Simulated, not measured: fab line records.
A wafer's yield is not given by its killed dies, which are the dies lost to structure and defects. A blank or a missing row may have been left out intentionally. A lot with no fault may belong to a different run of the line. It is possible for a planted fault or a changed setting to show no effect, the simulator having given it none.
fab line records    flow sky130
[record] lots = 6  wafers = 18  lastDay = 49
route steps=708 shown LDD_N@239 LDD_P@255 LDD_HVN@267 LDD_HVP@278 PAD_OPEN@708
lots untouched by any fault: they come from a run of this same line in which no faults occurred
startH: the number of hours between the record's first day and the start of the first shown wafer of the lot    waitH: hours from the lot's prior step to this one    " repeats the value in the row above    L1.1+2: one row covering several wafers at once    - value missing, or start not given    * or withheld: withheld    < > ~ a bound
route shown NAME@n: NAME is a module with steps in the file, n the number in the route of the first one    usual: mean/standard deviation of fault-free wafers    same: alike in all rows    chamber/n: place in a boat    sites: readings site by site    _std_site: their standard deviation    _edge_site: outer sites' mean less inner sites'    radiusMm: how far each site lies from the wafer's centre    mask NAME#n: copy n    behind: the most recent tool/chamber to have shaped the wafer    hold: the reason the lot was held/the length of the hold in hours/how it ended    device: the n, p or np transistor that did not switch    end of line: tests run on the same wafers once the route is complete    a step given without rows: its recipe and nothing more    killed: at the first sort, the dies lost to defects and structure; wafer yield is something else    map: shows each die of a wafer: x if killed, . if not, _ if none is there
set.NAME: setting as actually run; set.NAME@STEP: the setting as run at that earlier step    model.NAME: the simulator's own value behind a step, which no gauge read
a table for each step, a row for each wafer; lots at some steps of the route
services: from which hour (startH, from the record's first day; less than 0 if before it) a tool's chamber was out of use, for how many hours, and why
[[steps]]
[step SKY_LDD_N_COAT_02]
[recipe] resist = NOVOLAK  spinRpm = 3000  resistThkNm = 300
[step SKY_LDD_N_SOFTBAKE_03]
[recipe] tempC = 90  timeS = 60  resist = NOVOLAK
[step SKY_LDD_N_EXPOSE_04]
[recipe] maskId = NTM  targetCdNm = 840  na = 0.6  sourceShape = conventional  sigmaOuter = 0.6  doseMj = 110
[step SKY_LDD_N_PEB_05]
[recipe] tempC = withheld  timeS = *  resist = NOVOLAK
[step SKY_LDD_N_DEVELOP_06]
[recipe] developTimeS = 60  devTempC = 23
[step SKY_LDD_N_OVL_MEAS_07]
[usual] LDD_N_OVL = -1.0/1.3
lot.wafer  tool        chamber  startH  waitH  LDD_N_OVL[nm]
L666.3     overlay-01  -        441.88  0.1    -1.4
L666.4     "           -        "       "      -1.7
L666.6     "           -        "       "      -0.7
L667.1     overlay-02  -        445.41  0.1    -0.6
L667.3     "           -        "       "      0.0
L667.4     "           -        "       "      -1.5
L670.2     overlay-01  -        466.82  0.1    -1.4
L670.5     "           -        "       "      0.2
L670.6     "           -        "       "      -1.5
L672.1     overlay-02  -        496.42  0.1    0.0
L672.2     "           -        "       "      0.0
L672.3     "           -        "       "      -0.8
L679.1     overlay-01  -        558.36  0.1    -1.5
L679.3     "           -        "       "      -1.9
L679.6     "           -        "       "      -2.5
L680.3     overlay-02  -        559.97  0.1    -0.1
L680.4     "           -        "       "      0.3
L680.5     "           -        "       "      0.4
[step SKY_LDD_N_IMPLANT_08]
[recipe] species = As  energyKev = 20  doseCm2 = 7.5e+13  tiltDeg = withheld  rotationDeg = 23
[step SKY_LDD_N_IMPLANT_09]
[recipe] species = As  energyKev = 20  doseCm2 = 7.5e+13  tiltDeg = withheld  rotationDeg = 113
[step SKY_LDD_N_IMPLANT_10]
[recipe] species = As  energyKev = 20  doseCm2 = 7.5e+13  tiltDeg = withheld  rotationDeg = 203
[step SKY_LDD_N_IMPLANT_11]
[recipe] species = As  energyKev = 20  doseCm2 = 7.5e+13  tiltDeg = withheld  rotationDeg = 293
[step SKY_LDD_N_IMPLANT_12]
[recipe] species = BF2  energyKev = 50  doseCm2 = 5e+12  tiltDeg = 30  rotationDeg = 0
[step SKY_LDD_N_IMPLANT_13]
[recipe] species = BF2  energyKev = 50  doseCm2 = 5e+12  tiltDeg = 30  rotationDeg = 90
[step SKY_LDD_N_IMPLANT_14]
[recipe] species = BF2  energyKev = 50  doseCm2 = 5e+12  tiltDeg = 30  rotationDeg = 180
lot.wafer   tool          chamber  startH  waitH
L666.3+4+6  implanter-04  0        442.85  0.1
L667.1+3+4  implanter-02  0        446.35  0.1
L670.2+5+6  implanter-02  0        467.78  0.1
L672.1+2+3  implanter-01  0        497.35  0.1
L679.1+3+6  implanter-01  0        559.29  0.1
L680.3+4+5  implanter-01  0        560.94  0.1
[step SKY_LDD_N_IMPLANT_15]
[recipe] species = BF2  energyKev = 50  doseCm2 = 5e+12  tiltDeg = 30  rotationDeg = 270
[step SKY_LDD_N_STRIP_16]
[recipe] chemistry = O2/N2  powerW = 1400  pressureMtorr = 1500  platenTempC = withheld  o2FlowSccm = 3000  n2FlowSccm = 300  overashFraction = 0.5
[usual] drypumpMotorCurrentA = 5.6/0.49  n2FlowSccm = 300.0/0.96  oesProductAu = 0.406/0.0048  stripTimeToEndpointS = 4.314/0.014
[same] overashFraction = 0.5
lot.wafer  tool            chamber  startH  waitH  drypumpMotorCurrentA  n2FlowSccm  oesProductAu  rfHoursCounterH  stripTimeToEndpointS
L666.3     plasmaAsher-01  0        443.13  0.1    5.1                   300.0       0.400         -                4.312
L666.4     "               1        "       "      5.4                   300.4       0.411         -                4.322
L666.6     "               1        "       "      5.4                   300.5       0.404         -                4.314
L667.1     plasmaAsher-04  0        446.65  0.1    5.8                   300.1       0.407         2                4.280
L667.3     "               1        "       "      6.2                   300.0       0.403         -                4.300
L667.4     "               0        "       "      5.8                   300.8       0.413         -                4.313
L670.2     plasmaAsher-04  1        468.05  0.1    6.2                   300.0       0.410         4                4.318
L670.5     "               1        "       "      6.2                   300.2       0.399         -                4.333
L670.6     "               0        "       "      5.8                   300.7       0.403         -                4.332
L672.1     plasmaAsher-04  1        497.65  0.1    6.2                   301.3       0.407         7                4.316
L672.2     "               0        "       "      5.9                   299.5       0.404         7                4.324
L672.3     "               1        "       "      6.3                   300.8       0.416         -                4.313
L679.1     plasmaAsher-04  0        559.59  0.1    5.9                   299.8       0.405         13               4.312
L679.3     "               0        "       "      5.9                   299.1       0.410         -                4.317
L679.6     "               1        "       "      6.2                   299.8       0.413         -                4.299
L680.3     plasmaAsher-03  0        561.23  0.1    5.2                   300.6       0.405         -                4.319
L680.4     "               1        "       "      4.8                   299.7       0.404         -                4.301
L680.5     "               1        "       "      4.8                   299.3       0.411         -                4.309
[step SKY_LDD_N_TW_MEAS_17]
[usual] LDD_N_TW = 2582/22
lot.wafer  tool          chamber  startH  waitH  LDD_N_TW
L666.3     filmMetro-01  -        443.22  0.1    2621
L666.4     "             -        "       "      2609
L666.6     "             -        "       "      2614
L667.1     filmMetro-04  -        446.75  0.1    2545
L667.3     "             -        "       "      2540
L667.4     "             -        "       "      2553
L670.2     filmMetro-04  -        468.16  0.1    2554
L670.5     "             -        "       "      2553
L670.6     "             -        "       "      2559
L672.1     filmMetro-04  -        497.75  0.1    2553
L672.2     "             -        "       "      2564
L672.3     "             -        "       "      2555
L679.1     filmMetro-01  -        559.69  0.1    2605
L679.3     "             -        "       "      2590
L679.6     "             -        "       "      2599
L680.3     filmMetro-04  -        561.31  0.1    2554
L680.4     "             -        "       "      2557
L680.5     "             -        "       "      2545
[step SKY_LDD_P_DEHYDRATE_00]
[recipe] tempC = 200  timeS = 60
[step SKY_LDD_P_HMDS_01]
[recipe] primeTimeS = 60  primeTempC = 120
[step SKY_LDD_P_COAT_02]
[recipe] resist = NOVOLAK  spinRpm = 3000  resistThkNm = 1140
[step SKY_LDD_P_SOFTBAKE_03]
[recipe] tempC = 90  timeS = 60  resist = NOVOLAK
[step SKY_LDD_P_EXPOSE_04]
[recipe] maskId = PSDM  na = 0.6  sourceShape = conventional  sigmaOuter = 0.6  polarization = unpolarized  targetCdNm = 380  doseMj = 138
[step SKY_LDD_P_PEB_05]
[recipe] tempC = withheld  timeS = *  resist = NOVOLAK
[step SKY_LDD_P_DEVELOP_06]
[recipe] resist = NOVOLAK  developer = TMAH  developTimeS = 60  devTempC = 23
[step SKY_LDD_P_CD_MEAS_07]
[recipe] targetCdNm = 380
[usual] cdNm = 379.9/2.3
lot.wafer  tool      chamber  startH  waitH  cdNm
L666.3     cdSem-01  -        474.10  0.1    380.2
L666.4     "         -        "       "      378.4
L666.6     "         -        "       "      380.2
L667.1     cdSem-01  -        477.21  0.1    379.0
L667.3     "         -        "       "      382.0
L667.4     "         -        "       "      382.3
L670.2     cdSem-01  -        498.85  0.1    376.9
L670.5     "         -        "       "      378.4
L670.6     "         -        "       "      377.7
L672.1     cdSem-02  -        527.93  0.1    378.4
L672.2     "         -        "       "      377.3
L672.3     "         -        "       "      377.0
L679.1     cdSem-02  -        588.82  0.1    382.4
L679.3     "         -        "       "      383.4
L679.6     "         -        "       "      382.6
L680.3     cdSem-02  -        590.72  0.1    382.0
L680.4     "         -        "       "      383.2
L680.5     "         -        "       "      379.3
[step SKY_LDD_P_OVL_MEAS_08]
[usual] LDD_P_OVL = -0.8/1.1
lot.wafer  tool        chamber  startH  waitH  LDD_P_OVL[nm]
L666.3     overlay-01  -        474.19  0.1    -2.4
L666.4     "           -        "       "      -1.0
L666.6     "           -        "       "      -2.2
L667.1     overlay-02  -        477.33  0.1    0.1
L667.3     "           -        "       "      0.3
L667.4     "           -        "       "      0.9
L670.2     overlay-01  -        498.98  0.1    -2.3
L670.5     "           -        "       "      -1.1
L670.6     "           -        "       "      -2.2
L672.1     overlay-01  -        528.05  0.1    0.1
L672.2     "           -        "       "      -0.3
L672.3     "           -        "       "      -2.1
L679.1     overlay-01  -        588.94  0.1    -0.5
L679.3     "           -        "       "      -1.6
L679.6     "           -        "       "      -2.3
L680.3     overlay-01  -        590.82  0.1    -2.6
L680.4     "           -        "       "      -1.8
L680.5     "           -        "       "      -1.0
[step SKY_LDD_P_IMPLANT_09]
[recipe] species = BF2  energyKev = 25  doseCm2 = 1e+13  tiltDeg = withheld
[step SKY_LDD_P_STRIP_10]
[recipe] chemistry = O2/N2  powerW = 1400  pressureMtorr = 1500  platenTempC = withheld  o2FlowSccm = 3000  n2FlowSccm = 300  overashFraction = 0.5
[usual] drypumpMotorCurrentA = 5.7/0.39  n2FlowSccm = 299.7/0.78  oesProductAu = 0.716/0.0047  stripTimeToEndpointS = 14.19/0.043
[same] overashFraction = 0.5
lot.wafer  tool            chamber  startH  waitH  drypumpMotorCurrentA  n2FlowSccm  oesProductAu  rfHoursCounterH  stripTimeToEndpointS
L666.3     plasmaAsher-03  1        474.40  0.1    4.8                   299.3       0.710         -                14.21
L666.4     "               0        "       "      5.3                   298.9       0.725         -                14.26
L666.6     "               1        "       "      4.9                   299.0       0.714         -                14.26
L667.1     plasmaAsher-04  1        477.51  0.1    6.3                   299.2       0.722         5                14.18
L667.3     "               0        "       "      5.9                   298.5       0.722         -                14.17
L667.4     "               1        "       "      6.2                   299.5       0.721         -                14.17
L670.2     plasmaAsher-02  0        499.16  0.1    5.8                   299.7       0.720         67               14.22
L670.5     "               0        "       "      5.7                   299.2       0.722         -                14.27
L670.6     "               1        "       "      5.8                   299.8       0.713         -                14.26
L672.1     plasmaAsher-02  1        528.24  0.1    5.8                   300.4       0.721         70               14.16
L672.2     "               0        "       "      5.7                   300.7       0.719         70               14.14
L672.3     "               1        "       "      5.8                   300.2       0.714         -                14.14
L679.1     plasmaAsher-02  1        589.12  0.1    5.8                   298.6       0.713         76               14.23
L679.3     "               1        "       "      5.8                   300.0       0.721         -                14.23
L679.6     "               0        "       "      5.7                   300.7       0.715         -                14.25
L680.3     plasmaAsher-02  1        591.02  0.1    5.8                   298.3       0.716         -                14.20
L680.4     "               0        "       "      5.7                   298.4       0.714         -                14.24
L680.5     "               0        "       "      5.7                   299.4       0.713         -                14.24
[step SKY_LDD_P_TW_MEAS_11]
[usual] LDD_P_TW = 637/3.4
lot.wafer  tool          chamber  startH  waitH  LDD_P_TW
L666.3     filmMetro-02  -        474.48  0.1    640
L666.4     "             -        "       "      636
L666.6     "             -        "       "      638
L667.1     filmMetro-01  -        477.61  0.1    640
L667.3     "             -        "       "      641
L667.4     "             -        "       "      640
L670.2     filmMetro-02  -        499.27  0.1    637
L670.5     "             -        "       "      634
L670.6     "             -        "       "      636
L672.1     filmMetro-01  -        528.34  0.1    637
L672.2     "             -        "       "      639
L672.3     "             -        "       "      638
L679.1     filmMetro-01  -        589.22  0.1    641
L679.3     "             -        "       "      641
L679.6     "             -        "       "      642
L680.3     filmMetro-02  -        591.11  0.1    633
L680.4     "             -        "       "      636
L680.5     "             -        "       "      637
[step SKY_LDD_HVN_DEHYDRATE_00]
[recipe] tempC = 200  timeS = 60
[step SKY_LDD_HVN_HMDS_01]
[recipe] primeTimeS = 60  primeTempC = 120
[step SKY_LDD_HVN_COAT_02]
[recipe] resist = NOVOLAK  spinRpm = 3000  resistThkNm = 300
[step SKY_LDD_HVN_SOFTBAKE_03]
[recipe] tempC = 90  timeS = 60  resist = NOVOLAK
[step SKY_LDD_HVN_EXPOSE_04]
[recipe] maskId = HVNTM  na = 0.6  sourceShape = conventional  sigmaOuter = 0.6  polarization = unpolarized  targetCdNm = 700  doseMj = 127
[step SKY_LDD_HVN_PEB_05]
[recipe] tempC = withheld  timeS = *  resist = NOVOLAK
[step SKY_LDD_HVN_DEVELOP_06]
[recipe] resist = NOVOLAK  developer = TMAH  developTimeS = 60  devTempC = 23
[step SKY_LDD_HVN_OVL_MEAS_07]
[usual] LDD_HVN_OVL = 0.3/1.8
lot.wafer  tool        chamber  startH  waitH  LDD_HVN_OVL[nm]
L666.3     overlay-01  -        504.87  0.1    -2.6
L666.4     "           -        "       "      -1.8
L666.6     "           -        "       "      -0.6
L667.1     overlay-01  -        507.76  0.1    -0.9
L667.3     "           -        "       "      -0.3
L667.4     "           -        "       "      0.2
L670.2     overlay-01  -        529.54  0.1    0.1
L670.5     "           -        "       "      0.3
L670.6     "           -        "       "      0.6
L672.1     overlay-02  -        557.91  0.1    0.9
L672.2     "           -        "       "      2.6
L672.3     "           -        "       "      3.4
L679.1     overlay-01  -        617.51  0.1    0.9
L679.3     "           -        "       "      1.8
L679.6     "           -        "       "      2.2
L680.3     overlay-02  -        619.77  0.1    3.4
L680.4     "           -        "       "      2.6
L680.5     "           -        "       "      3.3
[step SKY_LDD_HVN_IMPLANT_08]
[recipe] species = P  energyKev = 60  doseCm2 = 3e+13  tiltDeg = 40
[step SKY_LDD_HVN_STRIP_09]
[recipe] chemistry = O2/N2  powerW = 1400  pressureMtorr = 1500  platenTempC = withheld  o2FlowSccm = 3000  n2FlowSccm = 300  overashFraction = 0.5
[usual] drypumpMotorCurrentA = 5.7/0.36  n2FlowSccm = 299.9/0.88  oesProductAu = 0.409/0.0045  stripTimeToEndpointS = 4.134/0.015
[same] overashFraction = 0.5
lot.wafer  tool            chamber  startH  waitH  drypumpMotorCurrentA  n2FlowSccm  oesProductAu  rfHoursCounterH  stripTimeToEndpointS
L666.3     plasmaAsher-04  1        505.08  0.1    6.3                   300.3       0.407         -                4.120
L666.4     "               0        "       "      5.8                   300.3       0.411         -                4.102
L666.6     "               1        "       "      6.2                   298.8       0.415         -                4.111
L667.1     plasmaAsher-04  1        507.95  0.1    6.3                   301.6       0.409         8                4.146
L667.3     "               0        "       "      5.9                   299.7       0.416         -                4.169
L667.4     "               1        "       "      6.3                   301.4       0.413         -                4.145
L670.2     plasmaAsher-01  0        529.72  0.1    5.1                   300.0       0.400         84               4.127
L670.5     "               0        "       "      5.1                   299.7       0.410         -                4.151
L670.6     "               1        "       "      5.4                   299.8       0.413         -                4.143
L672.1     plasmaAsher-02  1        558.10  0.1    5.8                   301.4       0.409         73               4.126
L672.2     "               0        "       "      5.7                   301.6       0.403         73               4.122
L672.3     "               1        "       "      5.8                   300.9       0.406         -                4.120
L679.1     plasmaAsher-02  1        617.69  0.1    5.8                   299.0       0.412         79               4.134
L679.3     "               0        "       "      5.7                   298.3       0.408         -                4.139
L679.6     "               0        "       "      5.7                   298.6       0.409         -                4.137
L680.3     plasmaAsher-04  0        619.98  0.1    5.9                   301.3       0.405         -                4.140
L680.4     "               1        "       "      6.3                   300.0       0.403         -                4.134
L680.5     "               1        "       "      6.3                   299.5       0.407         -                4.139
[step SKY_LDD_HVN_TW_MEAS_10]
[usual] LDD_HVN_TW = 1433/14
lot.wafer  tool          chamber  startH  waitH  LDD_HVN_TW
L666.3     filmMetro-01  -        505.16  0.1    1440
L666.4     "             -        "       "      1444
L666.6     "             -        "       "      1442
L667.1     filmMetro-04  -        508.05  0.1    1423
L667.3     "             -        "       "      1422
L667.4     "             -        "       "      1430
L670.2     filmMetro-01  -        529.83  0.1    1443
L670.5     "             -        "       "      1450
L670.6     "             -        "       "      1439
L672.1     filmMetro-04  -        558.20  0.1    1415
L672.2     "             -        "       "      1416
L672.3     "             -        "       "      1425
L679.1     filmMetro-01  -        617.79  0.1    1450
L679.3     "             -        "       "      1441
L679.6     "             -        "       "      1449
L680.3     filmMetro-01  -        620.06  0.1    1435
L680.4     "             -        "       "      1446
L680.5     "             -        "       "      1447
[step SKY_LDD_HVP_DEHYDRATE_00]
[recipe] tempC = 200  timeS = 60
[step SKY_LDD_HVP_HMDS_01]
[recipe] primeTimeS = 60  primeTempC = 120
[step SKY_LDD_HVP_COAT_02]
[recipe] resist = NOVOLAK  spinRpm = 3000  resistThkNm = 300
[step SKY_PAD_OPEN_PROBE_99]
[usual] killed_at_M0_to_M3 = 44/6.5  killed_at_M4_up = 3.3/1.7  killedAtContacts = 25/5.3  killedAtFrontEnd = 15/5  killedAtOther = 0.2/0.47  killedDies = 87/9.9  killedOpen = 47/8  killedShort = 39/6.1
[same] grossDies = 492  killedAtBackSide = 0
lot.wafer  tool       chamber  startH   waitH  killed_at_M0_to_M3  killed_at_M4_up  killedAtContacts  killedAtFrontEnd  killedAtOther  killedDies  killedOpen  killedShort  model.etest.nfet_01v8_swapped.vtSatV  model.etest.nfet_01v8_lvt.vtV
L666.3     prober-01  -        1105.05  0.2    51                  1                22                17                1              92          46          46           0.6499                                0.6036
L666.4     prober-01  -        1105.10  0.2    35                  4                31                12                0              82          54          28           0.6347                                0.5976
L666.6     prober-01  -        1105.20  0.2    41                  4                33                14                0              92          51          41           0.6466                                0.602
L667.1     prober-02  -        1105.78  0.1    44                  4                22                17                0              87          45          42           0.6705                                0.6292
L667.3     prober-02  -        1105.88  0.2    46                  3                27                18                1              95          52          43           0.6555                                0.616
L667.4     prober-02  -        1105.93  0.2    56                  5                19                23                0              103         57          46           0.6627                                0.6204
L670.2     prober-01  -        1123.43  0.1    46                  3                26                20                0              95          52          43           0.6569                                0.619
L670.5     prober-01  -        1123.58  0.2    45                  4                26                13                0              88          47          41           0.6476                                0.6175
L670.6     prober-01  -        1123.63  0.2    43                  2                19                13                0              77          48          29           0.6483                                0.6078
L672.1     prober-01  -        1135.24  0.1    50                  3                38                9                 0              100         57          43           0.654                                 0.6129
L672.2     prober-01  -        1135.29  0.1    47                  2                20                17                0              86          46          40           0.6535                                0.6188
L672.3     prober-01  -        1135.34  0.2    64                  5                20                8                 0              97          44          53           0.6539                                0.6142
L679.1     prober-01  -        1173.12  0.1    44                  3                27                15                0              89          52          37           0.6555                                0.6126
L679.3     prober-01  -        1173.22  0.2    48                  4                21                12                0              85          43          42           0.6635                                0.6113
L679.6     prober-01  -        1173.37  0.2    40                  5                27                10                0              82          41          41           0.6599                                0.6195
L680.3     prober-01  -        1176.28  0.2    40                  3                30                14                0              87          51          36           0.6713                                0.6218
L680.4     prober-01  -        1176.33  0.2    41                  1                37                7                 1              87          57          30           0.6622                                0.6121
L680.5     prober-01  -        1176.38  0.2    38                  6                15                13                0              72          38          34           0.6755                                0.6224
// killed by level:class
L666.3 CONTACT:geometricParticle:open=9 VIA2:geometricParticle:open=9 METAL2:geometricParticle:short=8 VIA1:geometricParticle:open=8 FIELD_ISO:geometricParticle:short=7 LI_CONTACT:geometricParticle:open=7 VIA1:geometricParticle:short=6 LI_CONTACT:geometricParticle:short=5
L666.4 CONTACT:geometricParticle:open=16 LI_CONTACT:geometricParticle:open=9 VIA3:geometricParticle:open=6 VIA1:geometricParticle:open=5 METAL2:geometricParticle:short=5 VIA2:geometricParticle:open=5 CONTACT:geometricParticle:short=4 FIELD_ISO:geometricParticle:short=3
L666.6 CONTACT:geometricParticle:open=14 VIA1:geometricParticle:open=11 LI_CONTACT:geometricParticle:open=7 CONTACT:geometricParticle:short=6 METAL2:geometricParticle:short=5 VIA2:geometricParticle:open=5 FIELD_ISO:geometricParticle:short=4 LOCAL_INTERCONNECT:geometricParticle:short=4
L667.1 VIA1:geometricParticle:open=10 CONTACT:geometricParticle:open=7 VIA3:geometricParticle:open=7 VIA2:geometricParticle:open=6 POLY_GATE:geometricParticle:short=5 LI_CONTACT:geometricParticle:open=5 METAL2:geometricParticle:short=5 POLY_GATE:geometricParticle:open=4
L667.3 VIA1:geometricParticle:open=16 LOCAL_INTERCONNECT:geometricParticle:short=8 CONTACT:geometricParticle:open=8 VIA3:geometricParticle:open=8 POLY_GATE:geometricParticle:open=5 VIA1:geometricParticle:short=5 METAL2:geometricParticle:short=5 METAL3:geometricParticle:short=5
L667.4 VIA1:geometricParticle:open=20 CONTACT:geometricParticle:open=9 POLY_GATE:geometricParticle:short=6 VIA3:geometricParticle:open=6 VIA1:geometricParticle:short=6 VIA2:geometricParticle:open=6 FIELD_ISO:geometricParticle:short=5 VIA2:geometricParticle:short=5
L670.2 CONTACT:geometricParticle:short=9 VIA1:geometricParticle:open=9 POLY_GATE:geometricParticle:open=8 CONTACT:geometricParticle:open=8 VIA3:geometricParticle:open=7 METAL1:geometricParticle:short=7 METAL2:geometricParticle:short=7 LI_CONTACT:geometricParticle:open=6
L670.5 METAL1:geometricParticle:short=11 CONTACT:geometricParticle:open=11 VIA1:geometricParticle:open=6 VIA2:geometricParticle:open=6 LI_CONTACT:geometricParticle:open=5 VIA3:geometricParticle:open=5 VIA2:geometricParticle:short=4 POLY_GATE:geometricParticle:short=3
L670.6 VIA2:geometricParticle:open=10 VIA1:geometricParticle:open=9 VIA3:geometricParticle:open=8 CONTACT:geometricParticle:open=7 LI_CONTACT:geometricParticle:open=6 METAL1:geometricParticle:short=5 METAL2:geometricParticle:short=4 FIELD_ISO:geometricParticle:open=3
L672.1 LI_CONTACT:geometricParticle:open=18 CONTACT:geometricParticle:open=10 VIA1:geometricParticle:open=8 METAL2:geometricParticle:short=7 VIA2:geometricParticle:open=7 VIA3:geometricParticle:open=7 METAL1:geometricParticle:short=6 VIA2:geometricParticle:short=5
L672.2 VIA1:geometricParticle:open=10 VIA2:geometricParticle:open=8 POLY_GATE:geometricParticle:open=6 METAL1:geometricParticle:short=6 LI_CONTACT:geometricParticle:open=6 VIA2:geometricParticle:short=6 POLY_GATE:geometricParticle:short=5 VIA1:geometricParticle:short=5
L672.3 METAL2:geometricParticle:short=14 METAL1:geometricParticle:short=8 VIA1:geometricParticle:open=8 VIA3:geometricParticle:open=8 VIA2:geometricParticle:open=8 LI_CONTACT:geometricParticle:open=7 LI_CONTACT:geometricParticle:short=7 VIA1:geometricParticle:short=5
L679.1 CONTACT:geometricParticle:open=14 VIA1:geometricParticle:open=12 METAL1:geometricParticle:short=9 LI_CONTACT:geometricParticle:open=5 VIA3:geometricParticle:open=5 VIA1:geometricParticle:short=5 FIELD_ISO:geometricParticle:open=4 POLY_GATE:geometricParticle:open=4
L679.3 VIA1:geometricParticle:short=12 VIA1:geometricParticle:open=9 CONTACT:geometricParticle:open=7 VIA3:geometricParticle:open=7 METAL2:geometricParticle:short=6 LI_CONTACT:geometricParticle:open=5 FIELD_ISO:geometricParticle:open=4 CONTACT:geometricParticle:short=4
L679.6 CONTACT:geometricParticle:open=12 VIA2:geometricParticle:open=8 LI_CONTACT:geometricParticle:open=7 METAL1:geometricParticle:short=6 VIA1:geometricParticle:open=5 METAL2:geometricParticle:short=5 METAL4:geometricParticle:short=5 CONTACT:geometricParticle:short=4
L680.3 VIA1:geometricParticle:open=12 CONTACT:geometricParticle:open=10 CONTACT:geometricParticle:short=9 VIA2:geometricParticle:open=7 LI_CONTACT:geometricParticle:open=5 VIA1:geometricParticle:short=5 VIA3:geometricParticle:open=5 LOCAL_INTERCONNECT:geometricParticle:short=4
L680.4 CONTACT:geometricParticle:open=16 VIA1:geometricParticle:open=15 CONTACT:geometricParticle:short=8 LI_CONTACT:geometricParticle:open=7 VIA3:geometricParticle:open=7 METAL1:geometricParticle:short=4 VIA1:geometricParticle:short=4 VIA2:geometricParticle:open=3
L680.5 VIA1:geometricParticle:open=10 FIELD_ISO:geometricParticle:open=6 CONTACT:geometricParticle:open=6 VIA3:geometricParticle:open=6 METAL4:geometricParticle:short=6 FIELD_ISO:geometricParticle:short=5 VIA1:geometricParticle:short=5 METAL2:geometricParticle:short=5
[[services]]
tool            chamber  startH  hours  kind
implanter-01    -        421.14  3.7    repair
plasmaAsher-04  -        421.25  9.0    pm
plasmaAsher-04  0        421.25  9.0    ventCycle
plasmaAsher-04  1        421.25  9.0    ventCycle
plasmaAsher-04  0        430.25  -      clean
plasmaAsher-04  1        430.25  -      clean
implanter-01    -        469.80  2.2    repair
implanter-02    -        472.25  4.7    repair
implanter-02    -        479.76  3.3    pm
implanter-04    -        504.85  3.1    repair
plasmaAsher-03  -        512.74  3.2    repair
implanter-01    -        515.46  3.9    repair
implanter-04    -        549.85  1.4    repair
implanter-04    -        555.72  1.2    repair
plasmaAsher-01  -        559.89  14.6   pm
plasmaAsher-04  -        578.12  1.9    repair
implanter-04    -        597.13  3.2    pm
plasmaAsher-04  -        599.83  4.3    repair
implanter-04    -        614.11  2.9    repair
[[key]]
firstSign none at tools or gauges
[modelEffect] step = SKY_PAD_OPEN_PROBE_99  value = etest.nfet_01v8_swapped.vtSatV  without = 0.6482  struck = 0.6647
metAt SKY_LDD_N_IMPLANT_14
struckWafers L679.1,L679.3,L679.6,L680.3,L680.4,L680.5
testerLeftOut L679,L680
onsetBetween 497.35 559.29
alsoFits time
[fault] kind = processParameterDrift  tool = implanter-01  chamber = -  onsetH = 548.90  steps = SKY_LDD_N_IMPLANT_14  channel = tiltDeg  offset = *  spreadByWafer = *  shape = step  endH = 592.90  actsIn = *  stated = *
// testerLeftOut: of these lots the tester's yield and bins aren't shown, on N5 and GAA mostly nor the transistor test; their killed dies are dies lost to structure and defects alone, not to doping, threshold or leakage, so they don't give the yield
